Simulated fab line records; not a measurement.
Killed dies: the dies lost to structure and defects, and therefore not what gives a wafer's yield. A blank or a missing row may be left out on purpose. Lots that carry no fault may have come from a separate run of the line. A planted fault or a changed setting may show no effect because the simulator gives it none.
2 desks looking at one fault -- flow sky130 -- every desk sees just its own numbers, and what lay behind them comes last

DESK OF THE TOOL OWNER: lithoTrack-03
Per lot that ran on this tool, the mean of the sampled wafers carrying a number, from the tool's own readings at SKY_LDD_LDN_SOFTBAKE_03 (time 60 s). Marked OUT: a lot whose mean sits more than 4 standard deviations from the usual mean, which makes it out of limits; the brackets give that distance.
Columns: A = heaterPowerTotalW at SKY_LDD_LDN_SOFTBAKE_03, usual 56.60 W; B = plateTempC at SKY_LDD_LDN_SOFTBAKE_03, usual 90.03 C
lot,first seen here,A,B
L841,day 23 10:04,56.57,90.15
L849,day 26 05:56,54.25 (-53) OUT,87.39 (-22) OUT
L850,day 26 18:20,54.19 (-55) OUT,87.33 (-23) OUT
L861,day 30 08:56,56.55,90.22
This desk finds L849, L850 out of limits, L849 being first, at day 26 05:56 (heaterPowerTotalW at SKY_LDD_LDN_SOFTBAKE_03). Within limits: L841, L861.

METROLOGY DESK
What the gauges read for every lot (on any tool): the sampled wafers with a number, averaged. Marked OUT: a lot whose mean sits more than 4 standard deviations from the usual mean, which makes it out of limits; the brackets give that distance.
Columns: A = LDD_HVP_OVL at SKY_LDD_HVP_OVL_MEAS_07, usual -0.7 nm; B = LDD_HVP_TW at SKY_LDD_HVP_TW_MEAS_10, usual 454; C = LDD_LDN_OVL at SKY_LDD_LDN_OVL_MEAS_07, usual 0.0 nm
lot,first seen here,A,B,C
L841,day 22 19:03,-1.1,460,-0.1
L846,day 24 20:14,0.2,452,1.4
L849,day 25 15:38,-1.5,456,-0.4
L850,day 26 03:02,-1.0,457,-2.0
L857,day 28 11:54,-1.1,450,-0.6
L861,day 29 18:22,-2.3,451,0.6
Finding of this desk: none of the 6 lots has anything out of limits.

TAKEN TOGETHER
The tool owner's desk could have raised an alarm at day 26 05:56, on L849, L850.
From the metrology desk's view, nothing was out of limits.
The metrology desk holds a record of L849, L850, inside its limits.
On lithoTrack-03, each named lot ran SKY_LDD_LDN_SOFTBAKE_03.

WHAT THE SIMULATOR PUT IN
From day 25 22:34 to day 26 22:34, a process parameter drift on lithoTrack-03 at SKY_LDD_LDN_SOFTBAKE_03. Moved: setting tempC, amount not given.
Shown lots that were struck: L849, L850.
Time in hours from fault onset to the first out-of-limits reading at each desk: the tool owner's desk, 7.
